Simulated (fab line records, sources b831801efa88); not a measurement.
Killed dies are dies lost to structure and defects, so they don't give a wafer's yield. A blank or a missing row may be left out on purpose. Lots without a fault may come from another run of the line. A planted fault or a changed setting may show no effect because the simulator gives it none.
Which tool did it? | flow gf180mcu | 13 lots, 39 wafers sampled, at 5 steps of a route of 602

WHAT THE GAUGES READ, wafer by wafer
GF_STI_BOW_MEAS_00.
lot  | measured    | on            | INCOMING_BOW (um)
L725 | day 1 10:01 | film_metro-02 | -2 -7 3
L726 | day 1 15:01 | film_metro-01 | 15 1 4
L727 | day 1 20:00 | film_metro-03 | -5 10 13
L728 | day 2 01:00 | film_metro-02 | -5 -16 6
L731 | day 2 16:04 | film_metro-01 | 12 -9 -3
L735 | day 3 12:04 | film_metro-01 | -8 0 4
L737 | day 3 22:00 | film_metro-01 | -5 0 -4
L738 | day 4 03:00 | film_metro-01 | -1 3 -11
L740 | day 4 13:04 | film_metro-02 | 11 -2 7
L742 | day 4 23:00 | film_metro-03 | 6 -7 -3
L744 | day 5 09:00 | film_metro-01 | 7 1 9
L746 | day 5 19:00 | film_metro-01 | -4 2 12
L748 | day 6 05:01 | film_metro-03 | 5 9 -4

GF_VT_IMPLANT_OVL_MEAS_07.
lot  | measured     | on         | VT_IMPLANT_OVL (nm)
L725 | day 5 13:56  | overlay-02 | -1.8 -2.3 -1.4
L726 | day 5 20:26  | overlay-02 | 0.2 0.3 0.3
L727 | day 6 02:53  | overlay-01 | 4.1 2.9 2.2
L728 | day 6 09:44  | overlay-01 | - - -
L731 | day 7 02:26  | overlay-01 | -1.2 -0.5 0.3
L735 | day 8 03:59  | overlay-02 | -0.3 0.3 -1.6
L737 | day 8 16:14  | overlay-01 | 0.7 3.3 0.9
L738 | day 8 22:20  | overlay-01 | -0.6 2.2 0.6
L740 | day 9 11:21  | overlay-01 | 0.8 2.3 3.3
L742 | day 9 23:05  | overlay-02 | 2.0 1.3 1.7
L744 | day 10 12:19 | overlay-02 | 2.2 -1.7 0.5
L746 | day 10 23:41 | overlay-01 | -0.1 1.3 0.7
L748 | day 11 11:17 | overlay-02 | -0.3 1.3 -1.0

GF_VT_IMPLANT_TW_MEAS_10.
lot  | measured     | on            | VT_IMPLANT_TW
L725 | day 5 14:13  | film_metro-04 | 549 552 549
L726 | day 5 20:44  | film_metro-04 | 554 557 551
L727 | day 6 03:10  | film_metro-03 | 568 563 567
L728 | day 6 10:01  | film_metro-04 | 29 29 29
L731 | day 7 02:44  | film_metro-04 | 553 548 549
L735 | day 8 04:17  | film_metro-04 | 548 550 549
L737 | day 8 16:31  | film_metro-04 | 552 552 551
L738 | day 8 22:38  | film_metro-03 | 568 566 564
L740 | day 9 11:39  | film_metro-01 | 550 550 550
L742 | day 9 23:22  | film_metro-04 | 552 554 556
L744 | day 10 12:37 | film_metro-01 | 554 551 552
L746 | day 10 23:58 | film_metro-04 | 557 553 554
L748 | day 11 11:35 | film_metro-04 | 551 551 552

GF_HV_LDD_CD_MEAS_19: target cd 400 nm.
lot  | measured     | on        | cd_nm (nm)
L725 | day 10 18:48 | cd_sem-02 | 402.3 403.4 402.0
L726 | day 10 23:54 | cd_sem-02 | 401.2 399.1 399.0
L727 | day 11 10:44 | cd_sem-02 | 399.1 398.4 403.1
L731 | day 12 10:02 | cd_sem-01 | 403.8 402.7 401.6
L735 | day 14 00:05 | cd_sem-01 | 399.2 400.6 401.7
L737 | day 14 13:20 | cd_sem-01 | 396.1 395.7 395.3
L738 | day 14 21:46 | cd_sem-01 | 400.2 401.6 400.7
L740 | day 15 10:23 | cd_sem-02 | 401.1 403.0 402.5
L742 | day 16 02:31 | cd_sem-02 | 400.8 400.4 400.6
L744 | day 16 18:50 | cd_sem-02 | 399.6 402.4 397.4
L746 | day 17 07:13 | cd_sem-02 | 401.8 399.5 402.0
L748 | day 18 01:45 | cd_sem-02 | 397.4 398.0 399.6

WHICH TOOL RAN EACH LOT (tool, then ch and the chambers of the sampled wafers, then the start)
lot  | GF_VT_IMPLANT_EXPOSE_04
L725 | iline_stepper-02 ch 0, day 5 07:34
L726 | iline_stepper-01 ch 0, day 5 12:50
L727 | iline_stepper-01 ch 0, day 5 19:47
L728 | iline_stepper-02 ch 0, day 6 02:30
L731 | iline_stepper-02 ch 0, day 6 18:46
L735 | iline_stepper-01 ch 0, day 7 20:26
L737 | iline_stepper-02 ch 0, day 8 07:56
L738 | iline_stepper-02 ch 0, day 8 13:46
L740 | iline_stepper-01 ch 0, day 9 03:20
L742 | iline_stepper-01 ch 0, day 9 14:08
L744 | iline_stepper-02 ch 0, day 10 03:40
L746 | iline_stepper-02 ch 0, day 10 14:45
L748 | iline_stepper-02 ch 0, day 11 02:01
- GF_VT_IMPLANT_EXPOSE_04: exposes mask LVPWELL LV AREA, target cd 600 nm.

WHAT THE TOOLS THEMSELVES READ (means of the sampled wafers that have a number; where no wafer has one, the mark that the record gives instead)
The record holds no such reading with a usual standard deviation.

THE ANSWER, worked out from the rows above alone
Rule: what is usual is taken from the lots themselves. Put in order of their means at a reading, lots are off if they are a third of the lots or fewer, leave a main group of 4 or more, and stand apart from it by a gap of 3 or more times the standard deviation of the main group's means; of several such gaps the widest counts. A main group whose means are all the same, to the digits that the tables above print for the reading, isn't used. A lot without any number at a reading at which 4 lots or more have one is off too. The other lots that the step has rows for count as sound. The gauges are gone through in route order, then the tools' own readings, and for those a lot's mean is taken as printed above. The first step at which some lot is off is used, and at that step the reading that is off furthest; a lot without a number counts as furthest.
Off: L728, at GF_VT_IMPLANT_OVL_MEAS_07 (VT_IMPLANT_OVL). Without a number there: L728. The main group: mean 0.6 nm, standard deviation 1.3.
A tool fits if, at a process step before that reading, it ran every lot that is off, and no sound lot after the first of them. The gauges at GF_VT_IMPLANT_OVL_MEAS_07 aren't tried: what is off there is off at GF_VT_IMPLANT_TW_MEAS_10 too, on other tools, and a gauge's error can't cause that. None of those tried fits.

WHAT THE SIMULATOR HAD PUT IN
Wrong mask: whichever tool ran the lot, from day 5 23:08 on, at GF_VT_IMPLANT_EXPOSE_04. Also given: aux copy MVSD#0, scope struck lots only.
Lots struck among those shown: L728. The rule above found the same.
